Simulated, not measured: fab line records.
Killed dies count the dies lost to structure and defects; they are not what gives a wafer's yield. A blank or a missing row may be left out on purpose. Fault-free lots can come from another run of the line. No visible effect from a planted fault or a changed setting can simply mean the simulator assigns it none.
fab line records	flow sfqLine
record lots=14	wafers=42	lastDay=85
route steps=325 shown I0@55 I2@116 M3@130 I3@144
lots that met no fault: taken from a fault-free run of the same line
startH: hours from the record's opening day to when the first of the lot's shown wafers began	waitH: how many hours have passed since the lot's step before this one	" repeats the value in the row above	L1.1+2: one row covering several wafers at once	- no value, or no start given	* or withheld: withheld	< > ~ a bound
route shown NAME@n: a module of which the file shows steps, and the number in the route of the first	usual: mean/standard deviation taken from wafers without a fault	same: alike in all rows	chamber/n: place in a boat	sites: per-site readings	_std_site: standard deviation across them	_edge_site: inner sites' mean taken away from outer sites' mean	radiusMm: for every site, how far away it sits from the centre of the wafer	mask NAME#n: copy n	behind: tool/chamber where the wafer was last shaped	hold: why the lot went on hold/how many hours it stayed there/how the hold came to an end	device: which transistor (n, p or np) failed to switch	end of line: tests run on the same wafers once the route is complete	for a step that has no rows: nothing shown but its recipe	killed: the dies lost at the first sort to structure and to defects; this is not the yield of the wafer	map: shows each die of a wafer: x if killed, . if not, _ if none is there
set.NAME: the run value of the setting; set.NAME@STEP: its run value at that earlier step	model.NAME: the simulator's own value behind a step, which no gauge read
the route's steps for a sample of lots (tables are steps, rows are wafers)
services: the hour from which a tool's chamber was out of use, counted from the record's first day as startH (under 0 if before that day), plus the number of hours and why
## steps
# step SFQ_TRILAYER_I0_VIA_ETCH_VIA_ETCH_034
# recipe target=SiO2	stopOn=Nb	maskMaterial=PR	taperDeg=20	chemistry=CHF3	targetDepthNm=260	sourceW=500	biasW=80	pressureMtorr=30	timeS=withheld
# usual biasW=80.00/0.24	drypumpMotorCurrentA=6.0/0.39	oesProductAu=0.864/0.0051
lot.wafer	tool	chamber	startH	waitH	biasW	drypumpMotorCurrentA	oesProductAu
L269.3	rieDiel-01	3	239.87	0.0	80.23	5.8	0.866
L269.4	"	1	"	"	80.04	6.3	0.863
L269.6	"	3	"	"	79.89	5.8	0.863
L271.3	rieDiel-04	1	376.58	0.0	80.16	5.4	0.858
L271.5	"	1	"	"	80.26	5.4	0.856
L271.6	"	2	"	"	80.22	5.9	0.857
L272.2	rieDiel-03	2	386.21	0.0	80.06	5.8	0.855
L272.3	"	3	"	"	79.61	6.3	0.865
L272.4	"	3	"	"	79.89	6.3	0.863
L273.4	rieDiel-01	3	397.01	0.0	79.86	5.8	0.866
L273.5	"	2	"	"	79.86	5.5	0.865
L273.6	"	3	"	"	79.87	5.8	0.854
L275.1	rieDiel-01	0	415.01	0.0	79.75	6.8	0.855
L275.4	"	1	"	"	79.44	6.3	0.854
L275.6	"	0	"	"	80.03	6.7	0.862
L277.1	rieDiel-04	0	436.61	0.0	80.12	6.2	0.867
L277.2	"	1	"	"	79.56	5.5	0.857
L277.3	"	2	"	"	79.61	6.0	0.866
L279.1	rieDiel-03	3	453.41	0.0	79.99	6.3	0.867
L279.3	"	1	"	"	80.14	6.2	0.860
L279.6	"	3	"	"	80.02	6.3	0.864
L280.1	rieDiel-01	0	476.01	0.0	79.86	6.8	0.870
L280.4	"	3	"	"	80.25	5.8	0.860
L280.6	"	2	"	"	80.04	5.5	0.866
L281.2	rieDiel-01	2	484.41	0.0	80.16	5.5	0.876
L281.3	"	3	"	"	80.09	5.8	0.871
L281.6	"	0	"	"	80.15	6.7	0.865
L282.2	rieDiel-03	2	490.41	0.0	80.07	5.8	0.863
L282.4	"	3	"	"	80.56	6.3	0.868
L282.5	"	2	"	"	79.97	5.8	0.869
L283.2	rieDiel-01	0	494.01	0.0	80.01	6.7	0.868
L283.3	"	1	"	"	80.13	6.3	0.861
L283.6	"	0	"	"	79.88	6.7	0.863
L285.1	rieDiel-04	3	498.81	0.0	80.00	5.9	0.872
L285.3	"	2	"	"	79.63	5.9	0.865
L285.4	"	0	"	"	80.11	6.2	0.870
L287.2	rieDiel-03	2	504.81	0.0	80.36	5.8	0.868
L287.5	"	0	"	"	80.15	6.1	0.858
L287.6	"	3	"	"	80.14	6.3	0.869
L288.1	rieDiel-04	0	508.41	0.0	79.49	6.2	0.865
L288.3	"	2	"	"	80.00	5.9	0.858
L288.4	"	1	"	"	79.76	5.5	0.868
# step SFQ_TRILAYER_I2_VIA_STRIP_STRIP_071
# recipe gas=O2	powerW=200	platenTempC=40	overashFraction=0.65	chemistry=O2	pressureMtorr=50
# usual drypumpMotorCurrentA=5.8/0.59	oesProductAu=0.999/0.0073
lot.wafer	tool	chamber	startH	waitH	drypumpMotorCurrentA	oesProductAu	rfHoursCounterH
L269.3	rieMetal-04	1	478.73	-	5.8	1.008	-
L269.4	"	0	"	"	4.8	1.005	-
L269.6	"	0	"	"	4.8	1.002	-
L271.3	rieMetal-01	1	610.30	-	6.2	1.002	-
L271.5	"	0	"	"	5.3	1.004	-
L271.6	"	1	"	"	6.2	1.009	-
L272.2	rieMetal-03	1	697.57	-	6.1	0.995	31
L272.3	"	0	"	"	6.7	1.002	-
L272.4	"	1	"	"	6.1	0.990	-
L273.4	rieMetal-01	0	713.53	-	5.3	1.003	-
L273.5	"	0	"	"	5.3	1.009	-
L273.6	"	1	"	"	6.2	0.998	-
L275.1	rieMetal-01	1	733.35	-	6.2	0.992	81
L275.4	"	1	"	"	6.2	0.993	-
L275.6	"	0	"	"	5.3	0.992	-
L277.1	rieMetal-01	1	902.15	-	6.2	0.992	109
L277.2	"	0	"	"	5.3	0.989	7
L277.3	"	1	"	"	6.2	1.005	-
L279.1	rieMetal-01	1	918.56	-	6.2	0.986	113
L279.3	"	0	"	"	5.3	0.998	-
L279.6	"	1	"	"	6.2	0.998	-
L280.1	rieMetal-03	1	960.56	-	6.1	0.990	71
L280.4	"	1	"	"	6.1	0.996	-
L280.6	"	0	"	"	6.6	1.008	-
L281.2	rieMetal-01	0	965.36	-	5.3	1.005	19
L281.3	"	0	"	"	5.3	0.991	-
L281.6	"	0	"	"	5.3	0.991	-
L282.2	rieMetal-04	0	967.76	-	4.8	0.992	140
L282.4	"	1	"	"	5.8	0.995	-
L282.5	"	0	"	"	4.8	0.997	-
L283.2	rieMetal-04	1	970.16	-	5.8	1.009	132
L283.3	"	1	"	"	5.7	0.999	-
L283.6	"	0	"	"	4.8	0.996	-
L285.1	rieMetal-03	0	985.56	-	6.6	1.018	67
L285.3	"	0	"	"	6.6	1.017	-
L285.4	"	1	"	"	6.1	1.003	-
L287.2	rieMetal-04	0	1104.30	-	4.8	1.020	15
L287.5	"	1	"	"	5.8	0.993	-
L287.6	"	0	"	"	4.8	1.013	-
L288.1	rieMetal-03	1	1106.70	-	6.1	0.991	95
L288.3	"	0	"	"	6.6	0.993	-
L288.4	"	1	"	"	6.1	0.985	-
# step SFQ_TRILAYER_M3_ETCH_METAL_ETCH_078
# recipe target=Nb	stopOn=SiO2	maskMaterial=PR	chemistry=Cl2/Ar	targetDepthNm=240	icpW=600	biasW=80	pressureMtorr=10	timeS=120
# usual biasW=79.99/0.21	drypumpMotorCurrentA=5.6/0.51	oesProductAu=0.906/0.0064
lot.wafer	tool	chamber	startH	waitH	biasW	drypumpMotorCurrentA	oesProductAu	rfHoursCounterH
L269.3	rieMetal-04	0	642.25	0.1	79.93	4.8	0.898	-
L269.4	"	1	"	"	79.91	5.8	0.898	-
L269.6	"	0	"	"	79.81	4.8	0.898	-
L271.3	rieMetal-01	1	763.70	0.1	79.71	6.2	0.902	-
L271.5	"	0	"	"	79.87	5.3	0.902	-
L271.6	"	1	"	"	79.89	6.2	0.913	-
L272.2	rieMetal-02	0	839.54	0.0	80.24	6.1	0.912	127
L272.3	"	1	"	"	79.99	5.2	0.919	-
L272.4	"	0	"	"	79.93	6.1	0.913	-
L273.4	rieMetal-04	1	850.63	0.1	80.18	5.8	0.900	-
L273.5	"	0	"	"	80.25	4.8	0.906	-
L273.6	"	1	"	"	80.25	5.7	0.915	-
L275.1	rieMetal-02	0	872.06	0.0	80.30	6.2	0.903	133
L275.4	"	1	"	"	80.22	5.2	0.915	-
L275.6	"	1	"	"	80.01	5.2	0.912	-
L277.1	rieMetal-04	1	915.50	0.0	80.06	5.8	0.902	119
L277.2	"	0	"	"	80.04	4.8	0.912	128
L277.3	"	1	"	"	79.83	5.7	0.907	-
L279.1	rieMetal-01	1	934.72	0.0	79.94	6.2	0.905	116
L279.3	"	1	"	"	79.75	6.2	0.907	-
L279.6	"	1	"	"	80.10	6.2	0.909	-
L280.1	rieMetal-02	1	971.07	0.1	80.21	5.2	0.904	141
L280.4	"	1	"	"	80.11	5.2	0.913	-
L280.6	"	1	"	"	79.61	5.2	0.903	-
L281.2	rieMetal-01	1	1105.41	0.0	80.32	6.2	0.900	3
L281.3	"	1	"	"	79.73	6.2	0.915	-
L281.6	"	1	"	"	80.10	6.2	0.914	-
L282.2	rieMetal-01	0	1107.81	0.0	79.81	5.3	0.890	52
L282.4	"	1	"	"	79.84	6.2	0.899	-
L282.5	"	0	"	"	79.89	5.3	0.888	-
L283.2	rieMetal-04	0	1109.01	0.0	80.02	4.8	0.912	16
L283.3	"	1	"	"	80.23	5.8	0.913	-
L283.6	"	0	"	"	80.01	4.8	0.910	-
L285.1	rieMetal-02	1	1123.41	0.0	80.46	5.2	0.900	15
L285.3	"	0	"	"	79.93	6.1	0.910	-
L285.4	"	1	"	"	80.22	5.2	0.908	-
L287.2	rieMetal-02	1	1128.21	0.0	79.94	5.2	0.904	16
L287.5	"	0	"	"	80.18	6.2	0.904	-
L287.6	"	1	"	"	79.80	5.2	0.903	-
L288.1	rieMetal-02	0	1129.41	0.0	79.85	6.1	0.908	28
L288.3	"	1	"	"	80.02	5.2	0.917	-
L288.4	"	0	"	"	79.52	6.1	0.910	-
# step SFQ_TRILAYER_I3_VIA_BARC_OPEN_VIA_ETCH_121
# recipe maskMaterial=PR	chemistry=O2	targetDepthNm=125	target=BARC	sourceW=500	biasW=80	pressureMtorr=31.3	timeS=41.7
# usual biasW=80.01/0.24	drypumpMotorCurrentA=5.9/0.47	oesProductAu=0.686/0.0043
lot.wafer	tool	chamber	startH	waitH	biasW	drypumpMotorCurrentA	oesProductAu	rfHoursCounterH
L269.3	rieDiel-01	1	811.40	0.0	80.28	6.3	0.680	8
L269.4	"	3	"	"	80.31	5.8	0.687	-
L269.6	"	1	"	"	80.45	6.4	0.691	-
L271.3	rieDiel-02	2	817.17	0.0	80.08	5.0	0.685	2
L271.5	"	1	"	"	79.75	6.5	0.686	-
L271.6	"	2	"	"	79.86	5.0	0.678	-
L272.2	rieDiel-02	3	860.30	0.0	80.01	5.6	0.682	12
L272.3	"	2	"	"	80.19	5.0	0.688	3
L272.4	"	1	"	"	80.01	6.4	0.691	8
L273.4	rieDiel-01	2	867.04	0.0	80.30	5.5	0.688	0
L273.5	"	3	"	"	80.22	5.8	0.691	-
L273.6	"	2	"	"	80.26	5.5	0.686	-
L275.1	rieDiel-01	3	885.11	0.0	79.51	5.8	0.689	5
L275.4	"	1	"	"	79.64	6.4	0.688	9
L275.6	"	3	"	"	79.85	5.8	0.684	-
L277.1	rieDiel-02	2	937.06	0.0	80.19	5.0	0.688	4
L277.2	"	0	"	"	80.12	5.9	0.688	3
L277.3	"	3	"	"	79.77	5.6	0.688	14
L279.1	rieDiel-04	1	946.95	0.0	79.87	5.4	0.687	5
L279.3	"	2	"	"	79.77	5.9	0.696	7
L279.6	"	2	"	"	79.92	5.9	0.680	-
L280.1	rieDiel-04	0	985.63	0.0	79.92	6.2	0.686	2
L280.4	"	2	"	"	79.90	5.9	0.682	8
L280.6	"	1	"	"	80.39	5.4	0.684	-
L281.2	rieDiel-04	3	1132.95	0.0	79.97	5.9	0.688	11
L281.3	"	0	"	"	79.66	6.2	0.683	4
L281.6	"	1	"	"	79.91	5.4	0.686	-
L282.2	rieDiel-02	2	1136.55	0.0	80.15	5.0	0.684	7
L282.4	"	1	"	"	80.25	6.4	0.686	12
L282.5	"	0	"	"	79.69	5.9	0.679	-
L283.2	rieDiel-04	1	1138.95	0.0	62.67	5.4	0.684	9
L283.3	"	3	"	"	80.10	5.9	0.684	11
L283.6	"	1	"	"	62.68	5.4	0.681	-
L285.1	rieDiel-04	1	1142.55	0.0	62.52	5.5	0.684	9
L285.3	"	2	"	"	80.03	6.0	0.686	11
L285.4	"	3	"	"	80.11	5.9	0.688	11
L287.2	rieDiel-01	0	1148.35	0.0	79.92	6.8	0.682	5
L287.5	"	3	"	"	79.67	5.8	0.681	-
L287.6	"	0	"	"	80.09	6.8	0.691	-
L288.1	rieDiel-02	2	1150.75	0.0	79.83	5.0	0.687	7
L288.3	"	1	"	"	79.96	6.4	0.684	12
L288.4	"	0	"	"	79.93	5.9	0.690	6
## services
tool	chamber	startH	hours	kind
rieDiel-01	2	218.06	23.0	repair
rieDiel-04	-	222.04	1.0	repair
rieMetal-01	-	243.20	1.4	pm
rieDiel-04	0	247.23	18.1	repair
rieDiel-01	0	271.57	3.7	repair
rieMetal-01	-	316.82	1.0	repair
rieDiel-04	-	358.48	2.1	repair
rieDiel-04	2	364.46	5.5	repair
rieDiel-04	2	399.77	2.7	repair
rieDiel-04	0	399.87	29.5	repair
rieDiel-04	-	449.61	0.2	repair
rieDiel-01	1	458.28	3.9	repair
rieDiel-01	1	506.37	7.4	repair
rieDiel-04	-	506.95	0.3	repair
rieMetal-01	1	616.85	12.0	repair
rieDiel-01	3	617.07	4.8	repair
rieMetal-01	-	695.73	14.6	pm
rieDiel-01	-	731.31	2.8	pm
rieMetal-01	-	776.70	0.8	repair
rieDiel-01	-	787.69	14.6	pm
rieDiel-01	1	897.97	7.8	repair
rieDiel-01	2	941.91	12.6	repair
rieMetal-01	1	1004.32	48.7	repair
rieMetal-01	-	1115.28	28.1	pm
## key
firstSign step=SFQ_TRILAYER_I3_VIA_BARC_OPEN_VIA_ETCH_121	reading=biasW	direction=down	sigmas=72	usual=80.01	struck=62.62
effect none on later readings
metAt SFQ_TRILAYER_I3_VIA_BARC_OPEN_VIA_ETCH_121
struckLots L283,L285
struckWafers L283.2,L283.6,L285.1
notActingAt SFQ_TRILAYER_I0_VIA_ETCH_VIA_ETCH_034,SFQ_TRILAYER_I2_VIA_STRIP_STRIP_071,SFQ_TRILAYER_M3_ETCH_METAL_ETCH_078
onsetBetween 1132.95 1138.95
fault kind=processParameterDrift	tool=rieDiel-04	chamber=1	onsetH=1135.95	steps=SFQ_TRILAYER_I3_VIA_BARC_OPEN_VIA_ETCH_121	channel=biasW	offset=-17.325	shape=step	endH=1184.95	actsIn=theseRecipesOnly	stated=80
